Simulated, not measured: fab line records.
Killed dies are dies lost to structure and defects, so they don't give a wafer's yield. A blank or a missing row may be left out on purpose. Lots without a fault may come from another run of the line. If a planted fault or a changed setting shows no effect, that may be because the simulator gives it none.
Commonality check across tools	flow sky130	8 lots and 24 wafers in the sample

== REASON FOR OPENING ==
Of 8 lots, 4 have the reading SONOS_TUNNEL_TW flagged at SKY_SONOS_TUNNEL_TW_MEAS_12. No-fault wafers: 196.3, standard deviation 1.5.
Rule: a lot gets a flag if all its wafers with a number sit over 4 standard deviations from that mean, or if no wafer of it has a number. The other lots count as sound.

lot	measured	on	SONOS_TUNNEL_TW, wafer by wafer	flag
L128	day 11 05:02	film metro-02	194.4 195.0 193.9	
L129	day 11 11:22	film metro-02	194.3 195.2 195.0	
L130	day 12 00:54	film metro-03	198.7 198.7 200.0	
L131	day 12 08:37	film metro-04	195.9 195.7 196.3	
L132	day 12 10:22	film metro-04	292.0 290.9 292.8	FLAGGED
L133	day 12 16:23	film metro-04	292.3 293.5 293.4	FLAGGED
L134	day 13 07:13	film metro-02	292.6 293.2 294.2	FLAGGED
L135	day 14 02:37	film metro-04	298.5 296.5 296.0	FLAGGED
Average over the flagged lots: 293.8; offset from the usual +97.5, equal to +65 standard deviations.

== TOOL THAT RAN EACH LOT ==
The record holds 1 process step before the reading, out of a route of 708 steps. In each cell: the tool, then ch and the chambers that the sampled wafers went through, then the start.
lot	flag	SKY_SONOS_TUNNEL_IMPLANT_09
L128		implanter-02 ch 0, day 11 04:38
L129		implanter-03 ch 0, day 11 10:58
L130		implanter-02 ch 0, day 12 00:28
L131		implanter-04 ch 0, day 12 08:10
L132	FLAGGED	implanter-04 ch 0, day 12 09:55
L133	FLAGGED	implanter-02 ch 0, day 12 15:58
L134	FLAGGED	implanter-03 ch 0, day 13 06:47
L135	FLAGGED	implanter-02 ch 0, day 14 02:13
These steps, and what they do:
- SKY_SONOS_TUNNEL_IMPLANT_09
- SKY_SONOS_TUNNEL_TW_MEAS_12

== FLAGGED AGAINST TOTAL, ONE TOOL AT A TIME (gauges that did the reading follow at the end) ==
step	tool	lots run	flagged	share of the flagged lots	sound lots run after its first flagged lot
SKY_SONOS_TUNNEL_IMPLANT_09	implanter-02	4	2	some	0
SKY_SONOS_TUNNEL_IMPLANT_09	implanter-03	2	1	some	0
SKY_SONOS_TUNNEL_IMPLANT_09	implanter-04	2	1	some	0
SKY_SONOS_TUNNEL_TW_MEAS_12	film metro-02	3	1	some	0
SKY_SONOS_TUNNEL_TW_MEAS_12	film metro-03	1	0	none	-
SKY_SONOS_TUNNEL_TW_MEAS_12	film metro-04	4	3	some	0

== WHAT IS ALLOWED BY THE TABLE ==
No row of the table ran every flagged lot.

== WHAT THE SIMULATOR HAD INSERTED ==
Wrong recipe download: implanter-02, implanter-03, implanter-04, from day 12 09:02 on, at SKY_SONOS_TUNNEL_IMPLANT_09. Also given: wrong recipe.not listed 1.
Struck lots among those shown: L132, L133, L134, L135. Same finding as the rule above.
